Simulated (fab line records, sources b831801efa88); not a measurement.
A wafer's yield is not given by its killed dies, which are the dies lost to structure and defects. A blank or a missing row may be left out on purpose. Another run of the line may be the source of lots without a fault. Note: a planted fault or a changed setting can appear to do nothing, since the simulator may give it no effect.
fab line records	flow gf180mcu
[record] lots = 24	wafers = 72	last-day = 34
route steps=602 shown M1@331 V1@359 M2@364 M3@411 V4@480 MIM@507
lots that met no fault: taken from a fault-free run of the same line
start-h: start of the lot's first displayed wafer, in hours after the record's first day	wait-h: hours since the lot's step before	" same as the row above	L1.1+2: several wafers, shown together as one row	- no value present, or no start provided	* or withheld: withheld	< > ~ a bound
route shown NAME@n: names a module that has steps shown in the file, with the first one's number in the route	usual: average and standard deviation across the fault-free wafers	same: alike in all rows	chamber/n: place in a boat	sites: the reading at each site	_std_site: how widely they spread, as a standard deviation	_edge_site: the outer-site mean with the inner-site mean subtracted	radius-mm: how far each site lies from the wafer's centre	mask NAME#n: copy n	behind: the most recent tool/chamber to have shaped the wafer	hold: why the lot was held/for how many hours/how that ended	device: the transistor (n, p or np) that didn't switch	end of line: tests of these same wafers at the route's end	a step given without rows: its recipe and nothing more	killed: dies that structure and defects cost at the first sort, which is not the same as the wafer's yield	map: per-die view of a wafer (x killed, . not killed, _ where there is no die)
set.NAME: the setting as run; set.NAME@STEP: as run at that earlier step	model.NAME: the simulator's own value behind a step, which no gauge read
the route's steps for a sample of lots (tables are steps, rows are wafers)
services: a tool's chamber out of use, with start hour (start-h, from the record's first day; less than 0 if before it), hours out, and reason
[[steps]]
[step GF_M1_METAL_ETCH_16]
[recipe] chemistry = Cl2/BCl3	mask-material = KrF	target-depth-nm = 750.8	stop-on = SiO2	pressure-mtorr = 8	icp-w = 800	bias-w = 140	Cl2_flow_sccm = 80	bcl3-flow-sccm = 40	time-s = 125.1
[usual] drypump-motor-current-A = 5.7/0.5	he-backside-leak-sccm = 3.17/0.12	oes-product-au = 0.991/0.0063	throttle-valve-pct = 28.230/0.011
lot.wafer	tool	chamber	start-h	wait-h	drypump-motor-current-A	he-backside-leak-sccm	oes-product-au	rf-hours-counter-h	throttle-valve-pct
L074.1	rie-metal-02	0	384.87	0.0	6.5	3.32	0.989	11	28.239
L074.2	"	1	"	"	5.7	3.22	0.991	6	28.222
L074.6	"	1	"	"	5.8	3.29	0.992	-	28.213
L075.2	rie-metal-03	1	392.50	0.0	6.0	3.18	0.994	3	28.224
L075.4	"	0	"	"	5.1	3.19	0.993	-	28.213
L075.5	"	0	"	"	5.1	3.03	0.996	-	28.229
L076.4	rie-metal-03	1	407.81	0.1	6.0	3.20	0.987	-	28.236
L076.5	"	1	"	"	6.0	3.21	0.995	-	28.224
L076.6	"	0	"	"	5.1	3.05	0.994	-	28.232
L077.2	rie-metal-03	0	412.75	0.0	5.1	2.82	0.998	6	28.215
L077.3	"	0	"	"	5.1	2.96	1.002	-	28.227
L077.6	"	1	"	"	6.0	3.17	0.991	-	28.238
L078.1	rie-metal-04	0	423.07	0.0	6.2	3.12	0.989	13	28.244
L078.2	"	1	"	"	5.0	3.25	0.987	3	28.234
L078.6	"	1	"	"	5.0	3.22	0.986	-	28.226
L079.1	rie-metal-04	1	434.10	0.0	5.0	3.25	0.980	3	28.243
L079.3	"	0	"	"	6.2	3.28	1.000	-	28.240
L079.4	"	1	"	"	5.0	3.21	0.992	-	28.223
L080.1	rie-metal-03	0	436.13	0.0	5.1	3.11	0.994	6	28.228
L080.3	"	1	"	"	6.0	3.09	0.987	-	28.222
L080.4	"	0	"	"	5.1	2.86	0.989	-	28.224
L081.2	rie-metal-04	1	455.61	0.0	5.0	3.18	0.985	4	28.236
L081.4	"	1	"	"	5.0	3.18	0.982	-	28.221
L081.5	"	0	"	"	6.2	3.19	0.993	-	28.222
L082.1	rie-metal-03	1	457.80	0.0	6.0	3.12	0.991	5	28.243
L082.5	"	0	"	"	5.1	3.10	1.002	-	28.215
L082.6	"	1	"	"	6.0	3.17	0.989	-	28.217
L083.2	rie-metal-02	1	465.51	0.1	5.7	3.18	0.977	-	28.231
L083.4	"	1	"	"	5.7	3.33	0.986	-	28.222
L083.5	"	1	"	"	5.8	3.20	0.996	-	28.240
L084.3	rie-metal-02	1	480.41	0.1	5.7	3.03	0.987	-	28.221
L084.4	"	1	"	"	5.7	3.20	0.992	-	28.240
L084.6	"	1	"	"	5.7	3.21	0.988	-	28.232
L085.1	rie-metal-03	0	489.98	0.0	5.1	3.03	0.986	7	28.236
L085.2	"	1	"	"	6.0	3.21	0.982	6	28.233
L085.3	"	1	"	"	6.0	3.20	0.995	-	28.228
L086.3	rie-metal-02	0	495.60	0.1	6.5	3.28	0.996	-	28.233
L086.4	"	1	"	"	5.7	3.15	0.985	-	28.259
L086.5	"	1	"	"	5.8	3.56	0.985	-	28.227
L087.4	rie-metal-04	1	498.97	0.1	5.0	3.24	0.988	-	28.228
L087.5	"	0	"	"	6.2	3.12	0.997	-	28.221
L087.6	"	1	"	"	5.0	3.27	0.981	-	28.233
L088.4	rie-metal-04	1	512.77	0.1	5.0	3.12	0.980	-	28.234
L088.5	"	0	"	"	6.2	3.19	1.001	-	28.221
L088.6	"	1	"	"	5.0	3.19	0.984	-	28.246
L089.1	rie-metal-04	0	520.78	0.0	6.2	3.17	1.002	1	28.227
L089.3	"	1	"	"	5.0	3.20	0.992	-	28.237
L089.6	"	0	"	"	6.1	3.24	0.999	-	28.209
L090.1	rie-metal-03	1	530.21	0.0	6.0	3.24	0.997	7	28.229
L090.2	"	0	"	"	5.1	2.89	0.997	8	28.212
L090.3	"	1	"	"	6.0	3.28	0.994	-	28.224
L091.4	rie-metal-02	0	536.01	0.1	6.5	3.35	0.992	-	28.239
L091.5	"	1	"	"	5.8	3.18	0.994	-	28.232
L091.6	"	0	"	"	6.4	3.31	0.992	-	28.208
L092.2	rie-metal-02	1	543.26	0.0	5.8	3.25	0.982	11	28.224
L092.3	"	0	"	"	6.5	3.25	0.992	-	28.227
L092.4	"	1	"	"	5.7	3.22	0.978	-	28.253
L093.1	rie-metal-03	1	550.88	0.0	6.0	3.25	0.993	8	28.245
L093.3	"	0	"	"	5.1	3.10	1.001	-	28.232
L093.5	"	1	"	"	6.0	3.17	0.989	-	28.221
L094.1	rie-metal-02	0	562.20	0.0	6.5	3.29	0.990	1	28.219
L094.4	"	0	"	"	6.5	3.31	1.000	-	28.224
L094.5	"	1	"	"	5.8	3.03	0.987	-	28.249
L095.1	rie-metal-02	1	564.73	0.0	5.7	3.11	0.981	11	28.237
L095.4	"	1	"	"	5.7	3.10	0.979	-	28.243
L095.5	"	1	"	"	5.7	3.01	0.979	-	28.252
L096.2	rie-metal-03	1	572.30	0.0	6.0	3.32	0.988	8	28.226
L096.4	"	1	"	"	6.0	3.16	0.994	-	28.220
L096.5	"	1	"	"	6.0	3.29	0.992	-	28.229
L097.2	rie-metal-03	0	589.21	0.0	5.1	3.32	0.996	10	28.217
L097.3	"	0	"	"	5.1	3.11	0.992	-	28.232
L097.6	"	0	"	"	5.1	3.23	0.996	-	28.221
[step GF_V1_RS_MEAS_24]
[recipe] thk-meas-gauge = four-point-probe	reads = W_of_V1_CVD_23+TiN_of_V1_SPUTTER_22+Ti_of_V1_SPUTTER_21
[usual] V1_W_RS = 0.328/0.0037
lot.wafer	tool	chamber	start-h	wait-h	V1_W_RS[ohm/sq]
L074.1	film-metro-02	-	410.65	0.1	0.336
L074.2	"	-	"	"	0.332
L074.6	"	-	"	"	0.332
L075.2	film-metro-02	-	418.52	0.1	0.326
L075.4	"	-	"	"	0.324
L075.5	"	-	"	"	0.326
L076.4	film-metro-03	-	434.24	0.1	0.325
L076.5	"	-	"	"	0.330
L076.6	"	-	"	"	0.323
L077.2	film-metro-02	-	439.32	0.1	0.326
L077.3	"	-	"	"	0.323
L077.6	"	-	"	"	0.331
L078.1	film-metro-03	-	449.89	0.1	0.327
L078.2	"	-	"	"	0.327
L078.6	"	-	"	"	0.324
L079.1	film-metro-02	-	460.99	0.1	0.337
L079.3	"	-	"	"	0.329
L079.4	"	-	"	"	0.337
L080.1	film-metro-02	-	463.49	0.1	0.330
L080.3	"	-	"	"	0.328
L080.4	"	-	"	"	0.324
L081.2	film-metro-01	-	481.95	0.1	0.329
L081.4	"	-	"	"	0.330
L081.5	"	-	"	"	0.324
L082.1	film-metro-02	-	484.18	0.1	0.325
L082.5	"	-	"	"	0.326
L082.6	"	-	"	"	0.323
L083.2	film-metro-02	-	491.82	0.1	0.326
L083.4	"	-	"	"	0.326
L083.5	"	-	"	"	0.328
L084.3	film-metro-02	-	506.76	0.1	0.328
L084.4	"	-	"	"	0.330
L084.6	"	-	"	"	0.328
L085.1	film-metro-02	-	515.53	0.1	0.329
L085.2	"	-	"	"	0.331
L085.3	"	-	"	"	0.329
L086.3	film-metro-02	-	521.32	0.1	0.326
L086.4	"	-	"	"	0.325
L086.5	"	-	"	"	0.328
L087.4	film-metro-03	-	524.66	0.1	0.324
L087.5	"	-	"	"	0.328
L087.6	"	-	"	"	0.327
L088.4	film-metro-01	-	538.17	0.1	0.330
L088.5	"	-	"	"	0.329
L088.6	"	-	"	"	0.332
L089.1	film-metro-03	-	545.58	0.1	0.329
L089.3	"	-	"	"	0.332
L089.6	"	-	"	"	0.333
L090.1	film-metro-02	-	554.97	0.1	0.327
L090.2	"	-	"	"	0.321
L090.3	"	-	"	"	0.326
L091.4	film-metro-01	-	560.83	0.1	0.327
L091.5	"	-	"	"	0.327
L091.6	"	-	"	"	0.325
L092.2	film-metro-03	-	568.09	0.1	0.333
L092.3	"	-	"	"	0.331
L092.4	"	-	"	"	0.333
L093.1	film-metro-03	-	574.73	0.1	0.328
L093.3	"	-	"	"	0.325
L093.5	"	-	"	"	0.329
L094.1	film-metro-03	-	586.02	0.1	0.330
L094.4	"	-	"	"	0.331
L094.5	"	-	"	"	0.329
L095.1	film-metro-02	-	588.49	0.1	0.329
L095.4	"	-	"	"	0.333
L095.5	"	-	"	"	0.331
L096.2	film-metro-02	-	596.22	0.1	0.336
L096.4	"	-	"	"	0.334
L096.5	"	-	"	"	0.334
L097.2	film-metro-03	-	612.69	0.1	0.328
L097.3	"	-	"	"	0.327
L097.6	"	-	"	"	0.319
[step GF_M2_SPUTTER_02]
[recipe] material = AlCu	target-thk-nm = 450	power-w = 10600	time-s = 23.9	chamber-pressure-pa = 0.4
[usual] throttle-valve-pct = 29.9/1.2
lot.wafer	tool	chamber	start-h	wait-h	throttle-valve-pct
L074.1	pvd-sputter-01	-	411.27	0.0	29.3
L074.2	"	-	"	"	30.0
L074.6	"	-	"	"	32.4
L075.2	pvd-sputter-01	-	419.12	0.0	29.2
L075.4	"	-	"	"	29.0
L075.5	"	-	"	"	29.7
L076.4	pvd-sputter-01	-	434.79	0.0	32.4
L076.5	"	-	"	"	29.1
L076.6	"	-	"	"	29.6
L077.2	pvd-sputter-01	-	439.91	0.0	30.0
L077.3	"	-	"	"	29.9
L077.6	"	-	"	"	29.0
L078.1	pvd-sputter-04	-	450.50	0.0	28.8
L078.2	"	-	"	"	29.8
L078.6	"	-	"	"	28.9
L079.1	pvd-sputter-04	-	461.60	0.0	28.7
L079.3	"	-	"	"	29.2
L079.4	"	-	"	"	30.2
L080.1	pvd-sputter-01	-	464.10	0.0	30.4
L080.3	"	-	"	"	29.3
L080.4	"	-	"	"	32.5
L081.2	pvd-sputter-02	-	482.54	0.0	31.8
L081.4	"	-	"	"	28.0
L081.5	"	-	"	"	31.7
L082.1	pvd-sputter-01	-	484.79	0.0	29.0
L082.5	"	-	"	"	30.0
L082.6	"	-	"	"	29.5
L083.2	pvd-sputter-01	-	492.41	0.0	28.9
L083.4	"	-	"	"	29.4
L083.5	"	-	"	"	30.4
L084.3	pvd-sputter-02	-	507.33	0.0	28.1
L084.4	"	-	"	"	29.3
L084.6	"	-	"	"	31.8
L085.1	pvd-sputter-02	-	516.14	0.0	29.6
L085.2	"	-	"	"	28.3
L085.3	"	-	"	"	30.1
L086.3	pvd-sputter-01	-	521.89	0.0	32.4
L086.4	"	-	"	"	29.5
L086.5	"	-	"	"	29.5
L087.4	pvd-sputter-01	-	525.21	0.0	30.1
L087.5	"	-	"	"	32.4
L087.6	"	-	"	"	29.4
L088.4	pvd-sputter-01	-	538.72	0.0	29.4
L088.5	"	-	"	"	29.0
L088.6	"	-	"	"	29.5
L089.1	pvd-sputter-02	-	546.19	0.0	31.6
L089.3	"	-	"	"	29.3
L089.6	"	-	"	"	29.2
L090.1	pvd-sputter-02	-	555.58	0.0	30.4
L090.2	"	-	"	"	29.2
L090.3	"	-	"	"	31.8
L091.4	pvd-sputter-04	-	561.38	0.0	29.2
L091.5	"	-	"	"	29.1
L091.6	"	-	"	"	29.1
L092.2	pvd-sputter-02	-	568.68	0.0	28.1
L092.3	"	-	"	"	31.7
L092.4	"	-	"	"	29.3
L093.1	pvd-sputter-02	-	575.34	0.0	28.0
L093.3	"	-	"	"	30.6
L093.5	"	-	"	"	30.2
L094.1	pvd-sputter-01	-	586.63	0.0	30.0
L094.4	"	-	"	"	29.2
L094.5	"	-	"	"	30.1
L095.1	pvd-sputter-04	-	589.10	0.0	29.9
L095.4	"	-	"	"	28.8
L095.5	"	-	"	"	28.9
L096.2	pvd-sputter-04	-	596.81	0.0	29.2
L096.4	"	-	"	"	28.9
L096.5	"	-	"	"	28.8
L097.2	pvd-sputter-04	-	613.28	0.0	28.8
L097.3	"	-	"	"	28.8
L097.6	"	-	"	"	29.2
[step GF_M3_SPUTTER_02]
[recipe] material = AlCu	target-thk-nm = 450	power-w = 10600	time-s = 23.9	chamber-pressure-pa = 0.4
[usual] throttle-valve-pct = 29.9/1.4
lot.wafer	tool	chamber	start-h	wait-h	throttle-valve-pct
L074.1	pvd-sputter-03	-	462.41	0.0	30.0
L074.2	"	-	"	"	29.6
L074.6	"	-	"	"	29.4
L075.2	pvd-sputter-02	-	471.51	0.0	29.3
L075.4	"	-	"	"	31.5
L075.5	"	-	"	"	29.4
L076.4	pvd-sputter-01	-	486.83	0.0	32.6
L076.5	"	-	"	"	29.2
L076.6	"	-	"	"	29.1
L077.2	pvd-sputter-02	-	492.07	0.0	31.6
L077.3	"	-	"	"	28.1
L077.6	"	-	"	"	30.7
L078.1	pvd-sputter-03	-	502.08	0.0	29.8
L078.2	"	-	"	"	32.6
L078.6	"	-	"	"	29.5
L079.1	pvd-sputter-03	-	512.56	0.0	29.6
L079.3	"	-	"	"	28.5
L079.4	"	-	"	"	32.5
L080.1	pvd-sputter-01	-	514.59	0.0	32.4
L080.3	"	-	"	"	30.1
L080.4	"	-	"	"	29.5
L081.2	pvd-sputter-03	-	532.05	0.0	32.6
L081.4	"	-	"	"	29.6
L081.5	"	-	"	"	28.5
L082.1	pvd-sputter-02	-	534.94	0.0	30.6
L082.5	"	-	"	"	28.2
L082.6	"	-	"	"	30.6
L083.2	pvd-sputter-02	-	541.88	0.0	31.6
L083.4	"	-	"	"	27.9
L083.5	"	-	"	"	28.3
L084.3	pvd-sputter-01	-	556.18	0.0	32.6
L084.4	"	-	"	"	28.8
L084.6	"	-	"	"	29.2
L085.1	pvd-sputter-01	-	564.29	0.0	32.2
L085.2	"	-	"	"	29.2
L085.3	"	-	"	"	29.5
L086.3	pvd-sputter-02	-	570.58	0.0	28.0
L086.4	"	-	"	"	29.0
L086.5	"	-	"	"	31.9
L087.4	pvd-sputter-02	-	573.09	0.0	31.6
L087.5	"	-	"	"	30.5
L087.6	"	-	"	"	28.1
L088.4	pvd-sputter-03	-	585.68	0.0	28.4
L088.5	"	-	"	"	28.4
L088.6	"	-	"	"	29.2
L089.1	pvd-sputter-02	-	592.62	0.0	31.8
L089.3	"	-	"	"	27.9
L089.6	"	-	"	"	27.8
L090.1	pvd-sputter-02	-	602.64	0.0	30.5
L090.2	"	-	"	"	31.6
L090.3	"	-	"	"	29.6
L091.4	pvd-sputter-02	-	607.63	0.0	29.4
L091.5	"	-	"	"	32.0
L091.6	"	-	"	"	29.4
L092.2	pvd-sputter-03	-	613.58	0.0	28.5
L092.3	"	-	"	"	32.4
L092.4	"	-	"	"	29.2
L093.1	pvd-sputter-02	-	621.26	0.0	30.8
L093.3	"	-	"	"	29.4
L093.5	"	-	"	"	29.4
L094.1	pvd-sputter-03	-	630.35	0.0	29.6
L094.4	"	-	"	"	32.4
L094.5	"	-	"	"	28.4
L095.1	pvd-sputter-01	-	634.13	0.0	28.9
L095.4	"	-	"	"	29.8
L095.5	"	-	"	"	29.1
L096.2	pvd-sputter-02	-	640.35	0.0	30.4
L096.4	"	-	"	"	28.1
L096.5	"	-	"	"	31.6
L097.2	pvd-sputter-03	-	656.61	0.0	32.7
L097.3	"	-	"	"	29.8
L097.6	"	-	"	"	28.4
[step GF_V4_CMP_04]
[recipe] material = SiO2	down-force-psi = 4	platen-rpm = 60	pad-velocity-m-s = 0.94248
[usual] motor-current-A = 11.4/1.3	time-to-endpoint-s = 81/5.7
lot.wafer	tool	chamber	start-h	wait-h	motor-current-A	time-to-endpoint-s
L074.2	cmp-02	3	537.24	0.0	9.6	72
L074.1	"	1	"	"	9.7	67
L074.6	"	3	"	"	10.1	81
L075.2	cmp-02	0	547.18	0.1	10.8	72
L075.4	"	2	"	"	12.9	84
L075.5	"	0	"	"	11.2	80
L076.4	cmp-01	1	560.44	0.1	12.9	89
L076.6	"	0	"	"	11.9	78
L076.5	"	1	"	"	12.8	78
L077.3	cmp-01	2	564.26	0.2	11.8	84
L077.2	"	3	"	"	13.1	78
L077.6	"	0	"	"	11.5	86
L078.2	cmp-02	0	573.82	0.0	10.1	77
L078.1	"	1	"	"	9.8	66
L078.6	"	1	"	"	9.9	74
L079.1	cmp-02	2	582.73	0.1	11.9	72
L079.4	"	0	"	"	11.0	78
L079.3	"	1	"	"	10.5	71
L080.3	cmp-02	0	584.91	0.0	10.3	77
L080.1	"	1	"	"	10.0	69
L080.4	"	3	"	"	9.9	84
L081.2	cmp-02	2	602.12	0.0	12.3	77
L081.4	"	1	"	"	9.4	76
L081.5	"	3	"	"	10.1	86
L082.1	cmp-01	2	603.80	0.1	12.8	85
L082.5	"	1	"	"	13.2	88
L082.6	"	2	"	"	12.0	91
L083.4	cmp-01	0	611.47	0.1	11.4	85
L083.2	"	1	"	"	12.6	76
L083.5	"	3	"	"	13.3	80
L084.3	cmp-01	3	625.23	0.0	13.1	80
L084.4	"	1	"	"	12.9	82
L084.6	"	0	"	"	11.7	83
L085.1	cmp-02	3	631.58	0.1	10.1	87
L085.2	"	0	"	"	10.8	82
L085.3	"	1	"	"	9.8	76
L086.3	cmp-02	0	635.89	0.1	11.1	80
L086.4	"	2	"	"	12.1	82
L086.5	"	0	"	"	10.6	85
L087.4	cmp-02	0	639.30	0.1	10.9	79
L087.6	"	2	"	"	11.7	78
L087.5	"	3	"	"	10.1	86
L088.4	cmp-02	3	650.90	0.1	10.0	82
L088.5	"	2	"	"	11.5	78
L088.6	"	3	"	"	10.1	86
L089.1	cmp-01	3	656.54	0.1	12.9	80
L089.3	"	0	"	"	10.8	87
L089.6	"	1	"	"	13.0	94
L090.2	cmp-01	3	666.12	0.0	13.3	82
L090.1	"	0	"	"	11.0	81
L090.3	"	1	"	"	14.0	76
L091.4	cmp-02	2	671.92	0.2	12.7	78
L091.6	"	3	"	"	9.9	82
L091.5	"	0	"	"	10.6	77
L092.3	cmp-02	3	676.33	0.0	9.7	86
L092.2	"	1	"	"	9.7	73
L092.4	"	2	"	"	11.3	84
L093.3	cmp-01	1	685.61	0.1	12.9	84
L093.1	"	2	"	"	12.5	85
L093.5	"	3	"	"	13.2	79
L094.1	cmp-02	0	693.29	0.1	11.1	80
L094.4	"	1	"	"	9.3	78
L094.5	"	2	"	"	12.1	84
L095.1	cmp-02	1	696.47	0.1	10.4	75
L095.4	"	2	"	"	12.0	82
L095.5	"	3	"	"	10.4	91
L096.2	cmp-02	1	702.80	0.0	9.3	74
L096.4	"	3	"	"	10.1	90
L096.5	"	1	"	"	9.7	80
L097.3	cmp-01	3	716.39	0.1	13.7	85
L097.2	"	1	"	"	13.1	78
L097.6	"	3	"	"	12.6	84
[step GF_MIM_SPUTTER_04]
[recipe] material = TiN	target-thk-nm = 50	power-w = 6500	time-s = 41.7	chamber-pressure-pa = 0.4
[usual] throttle-valve-pct = 30.2/1.4
lot.wafer	tool	chamber	start-h	wait-h	throttle-valve-pct
L074.1	pvd-sputter-02	-	561.70	0.0	31.9
L074.2	"	-	"	"	29.5
L074.6	"	-	"	"	30.6
L075.2	pvd-sputter-02	-	571.63	0.0	31.9
L075.4	"	-	"	"	29.2
L075.5	"	-	"	"	31.5
L076.4	pvd-sputter-03	-	583.58	0.0	29.5
L076.5	"	-	"	"	28.4
L076.6	"	-	"	"	32.4
L077.2	pvd-sputter-01	-	588.19	0.0	32.6
L077.3	"	-	"	"	29.9
L077.6	"	-	"	"	29.3
L078.1	pvd-sputter-02	-	597.42	0.0	32.0
L078.2	"	-	"	"	30.8
L078.6	"	-	"	"	29.6
L079.1	pvd-sputter-02	-	605.96	0.0	29.4
L079.3	"	-	"	"	28.1
L079.4	"	-	"	"	30.8
L080.1	pvd-sputter-01	-	608.03	0.0	32.5
L080.3	"	-	"	"	28.9
L080.4	"	-	"	"	29.9
L081.2	pvd-sputter-02	-	624.27	0.0	31.7
L081.4	"	-	"	"	30.6
L081.5	"	-	"	"	29.5
L082.1	pvd-sputter-03	-	626.77	0.0	32.6
L082.5	"	-	"	"	28.5
L082.6	"	-	"	"	29.3
L083.2	pvd-sputter-02	-	634.07	0.0	30.2
L083.4	"	-	"	"	32.0
L083.5	"	-	"	"	30.6
L084.3	pvd-sputter-01	-	647.05	0.0	32.4
L084.4	"	-	"	"	29.5
L084.6	"	-	"	"	32.1
L085.1	pvd-sputter-03	-	654.27	0.0	29.4
L085.2	"	-	"	"	32.5
L085.3	"	-	"	"	28.4
L086.3	pvd-sputter-02	-	657.70	0.0	27.9
L086.4	"	-	"	"	29.4
L086.5	"	-	"	"	28.2
L087.4	pvd-sputter-01	-	661.43	0.0	29.2
L087.5	"	-	"	"	29.1
L087.6	"	-	"	"	32.3
L088.4	pvd-sputter-01	-	672.69	0.0	30.1
L088.5	"	-	"	"	30.1
L088.6	"	-	"	"	29.6
L089.1	pvd-sputter-02	-	678.00	0.0	29.6
L089.3	"	-	"	"	31.5
L089.6	"	-	"	"	30.8
L090.1	pvd-sputter-01	-	687.43	0.0	30.2
L090.2	"	-	"	"	29.5
L090.3	"	-	"	"	29.2
L091.4	pvd-sputter-03	-	691.95	0.0	32.5
L091.5	"	-	"	"	32.4
L091.6	"	-	"	"	28.2
L092.2	pvd-sputter-01	-	696.92	0.0	32.6
L092.3	"	-	"	"	29.1
L092.4	"	-	"	"	29.4
L093.1	pvd-sputter-02	-	705.93	0.0	31.8
L093.3	"	-	"	"	29.5
L093.5	"	-	"	"	28.3
L094.1	pvd-sputter-02	-	713.05	0.0	28.4
L094.4	"	-	"	"	30.4
L094.5	"	-	"	"	31.6
L095.1	pvd-sputter-02	-	716.45	0.0	31.7
L095.4	"	-	"	"	30.3
L095.5	"	-	"	"	31.9
L096.2	pvd-sputter-02	-	722.64	0.0	28.2
L096.4	"	-	"	"	30.7
L096.5	"	-	"	"	31.7
L097.2	pvd-sputter-01	-	736.30	0.0	32.3
L097.3	"	-	"	"	30.1
L097.6	"	-	"	"	29.0
[[services]]
tool	chamber	start-h	hours	kind
cmp-01	-	371.05	3.3	pm
cmp-02	-	384.47	5.0	pm
pvd-sputter-01	-	391.92	4.0	repair
cmp-02	-	404.39	4.0	pm
rie-metal-03	0	426.24	5.4	repair
pvd-sputter-02	-	434.48	1.1	repair
cmp-02	-	436.92	0.4	repair
rie-metal-03	0	437.72	4.6	repair
cmp-02	-	457.95	1.2	repair
pvd-sputter-03	-	476.62	1.5	repair
cmp-02	-	484.66	9.7	pm
cmp-02	-	499.68	2.0	repair
cmp-02	-	508.18	7.0	pm
pvd-sputter-01	-	523.33	1.2	repair
pvd-sputter-02	-	548.33	4.6	repair
pvd-sputter-02	-	583.26	6.2	repair
pvd-sputter-03	-	593.78	9.8	repair
cmp-02	-	609.25	4.4	repair
rie-metal-03	-	612.71	2.8	pm
pvd-sputter-01	-	619.37	4.2	repair
pvd-sputter-01	-	629.73	3.0	repair
pvd-sputter-02	-	686.10	3.9	repair
rie-metal-03	-	707.85	4.3	pm
pvd-sputter-02	-	731.42	4.7	repair
[[key]]
fault none
